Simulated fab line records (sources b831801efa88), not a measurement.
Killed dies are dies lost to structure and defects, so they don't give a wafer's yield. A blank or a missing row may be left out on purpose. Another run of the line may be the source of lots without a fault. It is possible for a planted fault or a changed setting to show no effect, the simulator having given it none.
The tool behind it: which one? ; flow sky130 ; Sampling: 10 lots, 30 wafers, 2 of 708 route steps

== WHAT THE GAUGES READ, wafer by wafer ==
SKY_VIA3_RS_MEAS_22: the measuring method here is four-point-probe.
lot;measured;on;VIA3_W_RS (ohm/sq)
L234;day 40 02:43;filmMetro-04;0.297 0.298 0.293
L237;day 40 17:49;filmMetro-02;0.292 0.293 0.300
L240;day 41 23:40;filmMetro-04;0.290 0.289 0.294
L242;day 42 01:12;filmMetro-03;0.295 0.293 0.291
L245;day 42 21:50;filmMetro-02;0.290 0.292 0.296
L246;day 43 02:03;filmMetro-04;0.297 0.294 0.299
L247;day 43 18:01;filmMetro-03;0.297 0.292 0.296
L253;day 45 11:12;filmMetro-02;0.293 0.297 0.290
L254;day 45 12:13;filmMetro-02;0.291 0.291 0.293
L257;day 46 08:20;filmMetro-03;0.297 0.291 0.295

== WHAT TOOL EACH LOT RAN ON (gives the tool, then ch and the chambers of the sampled wafers, and finally the start) ==
lot;SKY_VIA3_ETCH_14
L234;rieDiel-04 ch 1,2,3, day 40 01:49
L237;rieDiel-01 ch 1,2, day 40 16:52
L240;rieDiel-04 ch 0,1,3, day 41 22:44
L242;rieDiel-01 ch 0,2,3, day 42 00:14
L245;rieDiel-01 ch 0,1,3, day 42 20:56
L246;rieDiel-02 ch 0,1,3, day 43 01:11
L247;rieDiel-01 ch 1,2, day 43 17:08
L253;rieDiel-02 ch 1,2,3, day 45 10:17
L254;rieDiel-01 ch 0,1,2, day 45 11:17
L257;rieDiel-04 ch 1,2, day 46 07:26
- SKY_VIA3_ETCH_14: etches BARC in N2/H2, stops on SiO2, time 45.9 s, target depth 60 nm.

== THE ANSWER, worked out from the rows above alone ==
Rule: what is usual is taken from the lots themselves. Put in order of their means at a reading, lots are off if they are a third of the lots or fewer, leave a main group of 4 or more, and stand apart from it by a gap of 3 or more times the standard deviation of the main group's means; of several such gaps the widest counts. The tables above print the reading to a certain number of digits; a main group whose means all agree to those digits is not used. Also off: a lot with no number at a reading for which 4 or more lots have one. Where the step has rows for the other lots, those lots are counted as sound.
None of the lots is off at any reading shown; this tells nothing.

== WHAT WAS PUT IN BY THE SIMULATOR ==
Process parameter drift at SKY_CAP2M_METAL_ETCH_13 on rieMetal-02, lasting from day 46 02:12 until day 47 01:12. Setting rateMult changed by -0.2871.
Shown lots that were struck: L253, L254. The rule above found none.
